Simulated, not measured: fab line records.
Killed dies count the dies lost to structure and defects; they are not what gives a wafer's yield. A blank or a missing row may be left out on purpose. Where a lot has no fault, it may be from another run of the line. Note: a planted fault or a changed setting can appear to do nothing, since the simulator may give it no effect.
Matching of chambers || flow sky130 || SKY_FIELD_ISO_CMP_27 on cmp-01: 4 sister chambers
The step polishes, stops on Si3N4, t overpolish 16 s, target thk 457.8 nm. 4 wafers are shown with their chamber, then 7 later ones without.

WAFERS WITH THEIR CHAMBER
{"wafer": "L439.6", "chamber": 2, "motor_current_A (A)": 11.1}
{"wafer": "L441.2", "chamber": 3, "motor_current_A (A)": 12.6}
{"wafer": "L449.1", "chamber": 1, "motor_current_A (A)": 9.6}
{"wafer": "L449.4", "chamber": 0, "motor_current_A (A)": 13.1}

WAFERS WITHOUT THEIR CHAMBER
{"wafer": "L449.6", "motor_current_A (A)": 11.7}
{"wafer": "L455.1", "motor_current_A (A)": 13.6}
{"wafer": "L455.4", "motor_current_A (A)": 10.5}
{"wafer": "L455.6", "motor_current_A (A)": 9.4}
{"wafer": "L457.1", "motor_current_A (A)": 11.4}
{"wafer": "L457.2", "motor_current_A (A)": 9.3}
{"wafer": "L457.3", "motor_current_A (A)": 12.4}

EACH ONE'S CHAMBER
{"wafer": "L449.6", "from the rows above": "can't be placed: 2 or 3 or 0", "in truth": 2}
{"wafer": "L455.1", "from the rows above": "can't be placed: 0 or 3", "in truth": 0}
{"wafer": "L455.4", "from the rows above": "can't be placed: 2 or 1", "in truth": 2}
{"wafer": "L455.6", "from the rows above": 1, "in truth": 1}
{"wafer": "L457.1", "from the rows above": 2, "in truth": 2}
{"wafer": "L457.2", "from the rows above": 1, "in truth": 1}
{"wafer": "L457.3", "from the rows above": "can't be placed: 3 or 0", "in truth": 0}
Correctly placed: 3 of 7. From these rows, 4 cannot be placed; in 4 the true chamber is one of the candidates. Wrongly placed: 0.
How it was worked out, from the rows above alone: a wafer's distance from a chamber is the root of the sum, over the readings, of the square of ((its reading less the chamber's mean) divided by the reading's scatter). The wafer belongs to the nearest chamber; if the next one is less than 2 further off, it can't be placed. A chamber's mean is the mean of its shown wafers. The scatter: root of mean squared gap, hidden wafer to nearest shown wafer, with one shown wafer a chamber.
